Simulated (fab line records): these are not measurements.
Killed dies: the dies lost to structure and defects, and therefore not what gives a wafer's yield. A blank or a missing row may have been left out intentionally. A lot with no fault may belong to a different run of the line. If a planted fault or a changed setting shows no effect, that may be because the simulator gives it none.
A struck lot beside a sound one	flow sky130	18 steps out of a route of 708
Sound: wafers L842.2, L842.3, L842.6. Struck: wafers L855.4, L855.5 (left out: L855.2, a lot-mate that was not struck); the cause follows at the end.
At each step with rows: each side's tool, then ch and its chambers, then its first start. Under that, the readings that differ: sound wafers	struck wafers	difference of the means	sigmas: that difference in standard deviations of wafers without a fault.
alike: readings with means less than 2 such deviations apart, plus words and numbers identical on both sides. not compared: withheld readings, readings lacking a value on some wafer, bounds such as >300 that could conceal the same value, and numbers that have no deviation in the record and whose values overlap.
A row with sigmas, a row that says differs or no value, or rows on one side alone: a step with any of these is where the two part. Numbers that have no deviation but don't overlap get no sigmas and don't part them. A reading that every wafer of one side lacks parts them only if that side has two wafers or more.

first, 5 steps without rows for these wafers: SKY_VT_ADJUST_LVTN_COAT_13 (resist thk 1140 nm); SKY_VT_ADJUST_LVTN_SOFTBAKE_14 (time 60 s); SKY_VT_ADJUST_LVTN_EXPOSE_15 (exposes mask HVN STD DERIVED, target cd 600 nm); SKY_VT_ADJUST_LVTN_PEB_16; SKY_VT_ADJUST_LVTN_DEVELOP_17 (develop time 60 s).
SKY_VT_ADJUST_LVTN_OVL_MEAS_18:
  sound: overlay-01 at day 9 19:52; struck: overlay-01 at day 13 07:23
  alike: VT_ADJUST_LVTN_01_OVL
next, for these wafers, 1 step has no rows: SKY_VT_ADJUST_LVTN_IMPLANT_19.
SKY_VT_ADJUST_LVTN_STRIP_20: strips in O2/N2.
  sound on plasma-asher-03 ch 0,1, day 9 20:02; struck on plasma-asher-04 ch 1, day 13 07:34
  alike: drypump-motor-current-A, oes-product-au, strip-time-to-endpoint-s
  not compared: rf-hours-counter-h
SKY_VT_ADJUST_LVTN_TW_MEAS_21:
  sound: film-metro-02 at day 9 20:09; struck: film-metro-04 at day 13 07:40
  alike: VT_ADJUST_LVTN_2_TW
then, 3 steps without rows for these wafers: SKY_VT_ADJUST_NCORE_DEHYDRATE_00 (time 60 s); SKY_VT_ADJUST_NCORE_HMDS_01 (prime time 60 s); SKY_VT_ADJUST_NCORE_COAT_02 (resist thk 1140 nm).
SKY_VT_ADJUST_NCORE_SOFTBAKE_03: time 60 s.
  sound on litho-track-04 ch 0, day 10 07:17; struck on litho-track-01 ch 0, day 13 20:08
reading	sound	struck	difference	sigmas
heater-power-total-W (W)	56.56 56.56 56.58	63.64 63.68	+7.09	+99 or more
run-length-s (s)	89.00 88.84 88.87	71.61 71.78	-17.21	-82
then, 2 steps without rows for these wafers: SKY_VT_ADJUST_NCORE_EXPOSE_04 (exposes mask LVTN COMPLEMENT THIN, target cd 380 nm); SKY_VT_ADJUST_NCORE_PEB_05.
SKY_VT_ADJUST_NCORE_DEVELOP_06: develop time 60 s.
  sound on litho-track-01 ch 0, day 10 18:47; struck on litho-track-01 ch 0, day 14 08:47
reading	sound	struck	difference	sigmas
model.NOVOLAK_of_VT_ADJUST_NCORE_COAT_02.thk-nm (nm)	1143 1143 1142	1145 1148	+4	
SKY_VT_ADJUST_NCORE_CD_MEAS_07 targets a cd of 380 nm.
  sound: cd-sem-02 at day 10 18:56; struck: cd-sem-01 at day 14 08:56
  alike: cd-nm
next, for these wafers, 1 step has no rows: SKY_PAD_OPEN_PROBE_99.

== WHERE THEY PART ==
At SKY_VT_ADJUST_NCORE_SOFTBAKE_03 and nowhere else, as far as this record goes. Later steps at which nothing parts them and some readings are alike: SKY_VT_ADJUST_NCORE_CD_MEAS_07.

WHY: the cause the simulator had injected
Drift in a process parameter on litho-track-01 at SKY_VT_ADJUST_NCORE_SOFTBAKE_03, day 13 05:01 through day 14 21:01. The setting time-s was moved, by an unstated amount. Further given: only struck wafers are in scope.
